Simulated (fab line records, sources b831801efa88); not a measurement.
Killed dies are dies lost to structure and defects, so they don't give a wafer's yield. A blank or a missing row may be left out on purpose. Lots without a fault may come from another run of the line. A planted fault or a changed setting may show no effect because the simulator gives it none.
fab line records | flow sfq_line
record lots=6 wafers=16 last_day=76
route steps=325 shown I2@110 M3@118
lots that met no fault: from a run of the same line without faults
start_h: hours from the record's first day to the start of the lot's first wafer shown | wait_h: hours since the lot's step before | " the same as in the row above | L1.1+2: a row that stands for several wafers | - no value, or no start given | * or withheld: withheld | < > ~ a bound
route shown NAME@n: a module of which the file shows steps, and the number in the route of the first | usual: mean/standard deviation of fault-free wafers | same: alike in all rows | chamber/n: place in a boat | sites: the reading at each site | _std_site: their standard deviation | _edge_site: outer sites' mean less inner sites' | radius_mm: how far each site lies from the wafer's centre | mask NAME#n: copy n | behind: the tool/chamber that last shaped the wafer | hold: why the lot was held/for how many hours/how that ended | device: the transistor (n, p or np) that didn't switch | end of line: the same wafers' tests at the end of the route | a step without rows: its recipe alone | killed: dies lost to structure and defects at the first sort, not the wafer's yield | map: a wafer's dies, x killed, . not, _ none there
set.NAME: the setting as run; set.NAME@STEP: as run at that earlier step | model.NAME: the simulator's own value behind a step, which no gauge read
lots at some steps of the route; a table a step, a row a wafer
services: from which hour (start_h, from the record's first day; less than 0 if before it) a tool's chamber was out of use, for how many hours, and why
## steps
# step SFQ_TRILAYER_I2_VIA_LITHO_EXPOSE_068
# recipe mask_id=I2 na=0.6 source_shape=conventional sigma_outer=0.65 target_cd_nm=500 dose_mj=21.3
# step SFQ_TRILAYER_I2_VIA_LITHO_PEB_070
# recipe peb_temp_c=115 peb_time_s=60 resist=KrF
# step SFQ_TRILAYER_I2_VIA_LITHO_DEVELOP_069
# recipe time_s=60 resist=KrF
# step SFQ_I2_OVL_MEAS_918
# usual I2_OVL=-4/5.9
# columns lot.wafer tool chamber start_h wait_h I2_OVL[nm]
L994.2 overlay-01 - 554.97 0.1 9
L994.4 " - " " 6
L994.6 " - " " 4
L996.1 overlay-02 - 571.76 0.1 -7
L996.4 " - " " -10
L996.6 " - " " -4
L997.3 overlay-02 - 585.72 0.1 -3
L997.4 " - " " 4
L997.5 " - " " 4
L100.1 overlay-02 - 637.21 0.1 -4
L100.4 " - " " -2
L102.1 overlay-02 - 644.41 0.1 0
L102.4 " - " " 2
L111.2 overlay-02 - 730.04 0.1 -10
L111.3 " - " " -12
L111.6 " - " " -3
# step SFQ_TRILAYER_I2_VIA_BARC_OPEN_VIA_ETCH_096
# recipe mask_material=PR chemistry=O2 target_depth_nm=125 target=BARC source_w=500 bias_w=80 pressure_mtorr=30 time_s=41.7
# usual drypump_motor_current_A=5.7/0.37 oes_product_au=0.686/0.0046
# columns lot.wafer tool chamber start_h wait_h drypump_motor_current_A oes_product_au rf_hours_counter_h
L994.2 rie_diel-03 3 555.00 0.0 5.2 0.677 1
L994.4 " 2 " " 5.9 0.692 4
L994.6 " 1 " " 6.1 0.688 -
L996.1 rie_diel-03 2 571.80 0.0 5.9 0.687 4
L996.4 " 1 " " 6.1 0.686 54
L996.6 " 2 " " 5.9 0.688 -
L997.3 rie_diel-04 2 585.75 0.0 5.9 0.673 15
L997.4 " 1 " " 5.8 0.688 2
L997.5 " 1 " " 5.8 0.690 -
L100.1 rie_diel-01 2 637.25 0.0 6.1 0.689 3
L100.4 " 3 " " 5.8 0.681 5
L102.1 rie_diel-04 1 644.45 0.0 5.8 0.683 3
L102.4 " 3 " " 5.8 0.682 3
L111.2 rie_diel-01 2 730.07 0.0 6.1 0.685 5
L111.3 " 1 " " 5.9 0.681 0
L111.6 " 0 " " 4.8 0.688 -
# step SFQ_TRILAYER_I2_VIA_ETCH_VIA_ETCH_070
# recipe target=SiO2 stop_on=Nb mask_material=PR taper_deg=20 chemistry=CHF3 target_depth_nm=260 source_w=500 bias_w=80 pressure_mtorr=30 time_s=withheld
# usual drypump_motor_current_A=5.7/0.37 oes_product_au=0.856/0.0056
# columns lot.wafer tool chamber start_h wait_h drypump_motor_current_A oes_product_au
L994.2 rie_diel-03 3 555.04 0.0 5.2 0.858
L994.4 " 2 " " 5.9 0.847
L994.6 " 1 " " 6.1 0.851
L996.1 rie_diel-03 2 571.84 0.0 5.9 0.860
L996.4 " 1 " " 6.1 0.855
L996.6 " 2 " " 5.9 0.858
L997.3 rie_diel-04 2 585.79 0.0 5.9 0.857
L997.4 " 1 " " 5.8 0.856
L997.5 " 1 " " 5.8 0.867
L100.1 rie_diel-01 2 637.29 0.0 6.1 0.860
L100.4 " 3 " " 5.7 0.857
L102.1 rie_diel-04 1 644.49 0.0 5.8 0.851
L102.4 " 3 " " 5.8 0.853
L111.2 rie_diel-01 2 730.11 0.0 6.1 0.852
L111.3 " 1 " " 5.9 0.859
L111.6 " 0 " " 4.8 0.859
# step SFQ_TRILAYER_I2_VIA_STRIP_STRIP_071
# recipe gas=O2 power_w=200 platen_temp_c=40 overash_fraction=0.65 chemistry=O2 pressure_mtorr=50
# usual drypump_motor_current_A=5.6/0.48 oes_product_au=1.002/0.0082
# columns lot.wafer tool chamber start_h wait_h drypump_motor_current_A oes_product_au rf_hours_counter_h
L994.2 rie_metal-02 1 555.15 - 5.6 0.992 73
L994.4 " 1 " " 5.6 0.999 -
L994.6 " 1 " " 5.6 0.993 -
L996.1 rie_metal-02 0 571.95 - 6.4 1.003 59
L996.4 " 1 " " 5.6 1.001 -
L996.6 " 0 " " 6.3 1.003 -
L997.3 rie_metal-03 0 586.10 - 5.1 1.004 -
L997.4 " 1 " " 5.3 1.017 -
L997.5 " 0 " " 5.1 0.997 -
L100.1 rie_metal-03 0 637.40 - 5.1 1.014 28
L100.4 " 1 " " 5.3 1.005 -
L102.1 rie_metal-01 1 644.60 - 5.9 0.989 91
L102.4 " 1 " " 5.8 0.998 -
L111.2 rie_metal-01 1 730.22 - 5.8 0.995 106
L111.3 " 0 " " 5.0 1.001 -
L111.6 " 0 " " 5.0 0.993 -
# step SFQ_TRILAYER_I2_VIA_STRIP_SOLV_CLEAN_072
# recipe chemistry=NMP temp_c=70 time_s=600
# step SFQ_TRILAYER_M3_DEP_PRE_CLEAN_074
# recipe gas=Ar time_s=22.5 bias_v=250
# step SFQ_TRILAYER_M3_DEP_SPUTTER_073
# recipe material=Nb base_pressure_pa=1.33e-06 chamber_pressure_pa=0.1333 substrate_temp_c=20 resputter_cathode_voltage_v=400 target_thk_nm=200 power_w=2000 time_s=133.3
# usual base_pressure_pa=1.33e-06/1e-07 throttle_valve_pct=29.9/0.84
# columns lot.wafer tool chamber start_h wait_h base_pressure_pa throttle_valve_pct
L994.2 pvd_sputter-03 - 555.97 0.0 1.39e-06 29.8
L994.4 " - " " 1.19e-06 29.3
L994.6 " - " " 1.44e-06 30.1
L996.1 pvd_sputter-05 - 572.77 0.0 1.5e-06 31.0
L996.4 " - " " 1.42e-06 28.5
L996.6 " - " " 1.31e-06 29.5
L997.3 pvd_sputter-03 - 586.72 0.0 1.28e-06 30.1
L997.4 " - " " 1.34e-06 29.1
L997.5 " - " " 1.34e-06 29.0
L100.1 pvd_sputter-04 - 638.22 0.0 1.34e-06 29.3
L100.4 " - " " 1.57e-06 31.7
L102.1 pvd_sputter-03 - 645.40 0.0 1.39e-06 29.3
L102.4 " - " " 1.42e-06 30.0
L111.2 pvd_sputter-03 - 731.03 0.0 1.29e-06 30.1
L111.3 " - " " 1.38e-06 29.8
L111.6 " - " " 1.28e-06 30.1
# step SFQ_M3_RS_MEAS_919
# recipe thk_meas_gauge=four-point-probe reads=Nb_of_TRILAYER_M3_DEP_SPUTTER_073
# usual M3_NB_RS=0.883/0.01
# columns lot.wafer tool chamber start_h wait_h M3_NB_RS[ohm/sq]
L994.2 film_metro-03 - 556.08 0.1 0.869
L994.4 " - " " 0.898
L994.6 " - " " 0.877
L996.1 film_metro-03 - 572.86 0.0 0.899
L996.4 " - " " 0.892
L996.6 " - " " 0.901
L997.3 film_metro-03 - 586.85 0.1 0.876
L997.4 " - " " 0.883
L997.5 " - " " 0.887
L100.1 film_metro-01 - 638.31 0.0 0.882
L100.4 " - " " 0.877
L102.1 film_metro-01 - 645.50 0.0 0.901
L102.4 " - " " 0.886
L111.2 film_metro-02 - 731.14 0.1 0.869
L111.3 " - " " 0.866
L111.6 " - " " 0.859
# step SFQ_TRILAYER_M3_LITHO_COAT_080
# recipe resist=BARC spin_rpm=3000 resist_thk_nm=62
# columns lot.wafer tool chamber start_h wait_h model.BARC_of_TRILAYER_M3_LITHO_COAT_080.thk_nm
L994.2 litho_track-03 0 556.29 0.1 62.01
L994.4 " 0 " " 62.14
L994.6 " 0 " " 61.93
L996.1 litho_track-03 0 573.04 0.1 62.43
L996.4 " 0 " " 62.25
L996.6 " 0 " " 62.36
L997.3 litho_track-02 0 587.09 0.1 61.91
L997.4 " 0 " " 62.12
L997.5 " 0 " " 61.83
L100.1 litho_track-02 0 638.49 0.1 50.93
L100.4 " 0 " " 61.77
L102.1 litho_track-02 0 645.68 0.1 51.34
L102.4 " 0 " " 62.39
L111.2 litho_track-01 0 731.35 0.1 61.84
L111.3 " 0 " " 61.98
L111.6 " 0 " " 61.8
# step SFQ_TRILAYER_M3_LITHO_COAT_075
# recipe resist=KrF spin_rpm=3000 resist_thk_nm=600
# step SFQ_TRILAYER_M3_LITHO_SOFTBAKE_079
# recipe temp_c=withheld time_s=withheld resist=KrF
# step SFQ_TRILAYER_M3_LITHO_EXPOSE_076
# recipe mask_id=M3 na=0.6 source_shape=conventional sigma_outer=0.65 target_cd_nm=500 dose_mj=14.4
# step SFQ_TRILAYER_M3_LITHO_PEB_078
# recipe peb_temp_c=115 peb_time_s=60 resist=KrF
# step SFQ_TRILAYER_M3_LITHO_DEVELOP_077
# recipe time_s=60 resist=KrF
# step SFQ_M3_OVL_MEAS_921
# usual M3_OVL=-3/5
# columns lot.wafer tool chamber start_h wait_h M3_OVL[nm]
L994.2 overlay-02 - 671.76 0.1 -4
L994.4 " - " " -4
L994.6 " - " " -9
L996.1 overlay-01 - 686.15 0.1 -3
L996.4 " - " " -5
L996.6 " - " " -5
L997.3 overlay-01 - 693.65 0.1 -12
L997.4 " - " " -7
L997.5 " - " " -8
L100.1 overlay-01 - 724.55 0.1 -2
L100.4 " - " " -5
L102.1 overlay-02 - 731.30 0.1 -1
L102.4 " - " " 1
L111.2 overlay-02 - 791.31 0.1 1
L111.3 " - " " 1
L111.6 " - " " 3
# step SFQ_TRILAYER_M3_BARC_OPEN_METAL_ETCH_100
# recipe mask_material=PR chemistry=O2 target_depth_nm=125 target=BARC icp_w=600 bias_w=80 pressure_mtorr=10 time_s=41.7
# usual drypump_motor_current_A=5.6/0.4 oes_product_au=0.685/0.0045
# columns lot.wafer tool chamber start_h wait_h drypump_motor_current_A oes_product_au rf_hours_counter_h model.etch.depth_nm
L994.2 rie_metal-03 1 671.79 0.0 5.3 0.689 22 62.01
L994.4 " 1 " " 5.3 0.682 - 62.14
L994.6 " 0 " " 5.1 0.675 - 61.93
L996.1 rie_metal-04 1 686.19 0.0 5.8 0.691 10 62.43
L996.4 " 0 " " 6.0 0.688 - 62.25
L996.6 " 1 " " 5.8 0.688 - 62.36
L997.3 rie_metal-03 1 693.69 0.0 5.3 0.677 - 61.91
L997.4 " 0 " " 5.1 0.675 - 62.12
L997.5 " 1 " " 5.3 0.682 - 61.83
L100.1 rie_metal-04 0 724.59 0.0 6.0 0.623 36 50.93
L100.4 " 0 " " 6.0 0.688 - 61.77
L102.1 rie_metal-03 1 731.34 0.0 5.3 0.628 34 51.34
L102.4 " 0 " " 5.1 0.690 - 62.39
L111.2 rie_metal-02 0 791.34 0.0 6.3 0.683 98 61.84
L111.3 " 0 " " 6.3 0.689 - 61.98
L111.6 " 1 " " 5.6 0.690 - 61.8
# step SFQ_TRILAYER_M3_ETCH_METAL_ETCH_078
# recipe target=Nb stop_on=SiO2 mask_material=PR chemistry=Cl2/Ar target_depth_nm=240 icp_w=600 bias_w=80 pressure_mtorr=10 time_s=120
# usual drypump_motor_current_A=5.6/0.4 oes_product_au=0.898/0.0076
# columns lot.wafer tool chamber start_h wait_h drypump_motor_current_A oes_product_au rf_hours_counter_h
L994.2 rie_metal-03 1 671.85 0.0 5.3 0.904 23
L994.4 " 1 " " 5.3 0.887 -
L994.6 " 0 " " 5.1 0.895 -
L996.1 rie_metal-04 1 686.25 0.0 5.8 0.886 10
L996.4 " 0 " " 6.0 0.890 -
L996.6 " 1 " " 5.8 0.898 -
L997.3 rie_metal-03 1 693.77 0.1 5.3 0.896 -
L997.4 " 0 " " 5.1 0.898 -
L997.5 " 1 " " 5.3 0.898 -
L100.1 rie_metal-04 0 724.65 0.0 6.0 0.896 37
L100.4 " 0 " " 6.0 0.901 -
L102.1 rie_metal-03 1 731.40 0.0 5.3 0.886 34
L102.4 " 0 " " 5.1 0.898 -
L111.2 rie_metal-02 0 791.42 0.1 6.3 0.913 98
L111.3 " 0 " " 6.3 0.915 -
L111.6 " 1 " " 5.6 0.909 -
## services
# columns tool chamber start_h hours kind
rie_metal-02 - 533.04 2.8 pm
pvd_sputter-04 - 549.17 62.2 repair
rie_diel-04 2 568.82 7.0 repair
rie_diel-03 2 583.92 14.9 repair
rie_diel-04 0 596.79 15.6 repair
rie_diel-04 - 597.56 1.9 repair
rie_metal-04 1 601.87 2.0 repair
rie_metal-04 0 602.81 1.1 repair
pvd_sputter-05 - 614.02 3.1 repair
rie_metal-03 - 634.14 0.8 repair
rie_metal-01 1 646.93 4.7 repair
rie_metal-04 0 647.77 1.8 repair
pvd_sputter-04 - 665.12 4.0 repair
pvd_sputter-04 - 668.77 2.8 repair
rie_diel-04 0 672.18 18.7 repair
rie_diel-03 - 678.38 0.4 repair
rie_diel-01 - 706.52 2.8 pm
rie_diel-03 0 734.08 5.2 repair
pvd_sputter-05 - 743.54 2.0 repair
rie_metal-04 0 744.87 3.7 repair
pvd_sputter-05 - 747.11 15.2 repair
rie_metal-03 - 761.45 0.2 repair
pvd_sputter-03 - 773.11 23.6 repair
rie_diel-01 2 777.01 13.3 repair
## key
first_sign step=SFQ_TRILAYER_M3_BARC_OPEN_METAL_ETCH_100 reading=oes_product_au direction=down sigmas=13 usual=0.685 struck=0.626
effect none on later readings
model_effect step=SFQ_TRILAYER_M3_LITHO_COAT_080 value=BARC_of_TRILAYER_M3_LITHO_COAT_080.thk_nm without=62.17 struck=51.13
model_effect step=SFQ_TRILAYER_M3_BARC_OPEN_METAL_ETCH_100 value=etch.depth_nm without=62.17 struck=51.13
met_at SFQ_TRILAYER_M3_LITHO_COAT_080
struck_wafers L100.1,L102.1
onset_between 587.09 638.49
fault kind=process_parameter_drift tool=litho_track-02 chamber=- onset_h=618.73 steps=SFQ_TRILAYER_M3_LITHO_COAT_080 channel=resist_thk_nm offset=-11.004 shape=step end_h=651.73 scope=struck_wafers_only acts_in=these_recipes_only stated=62
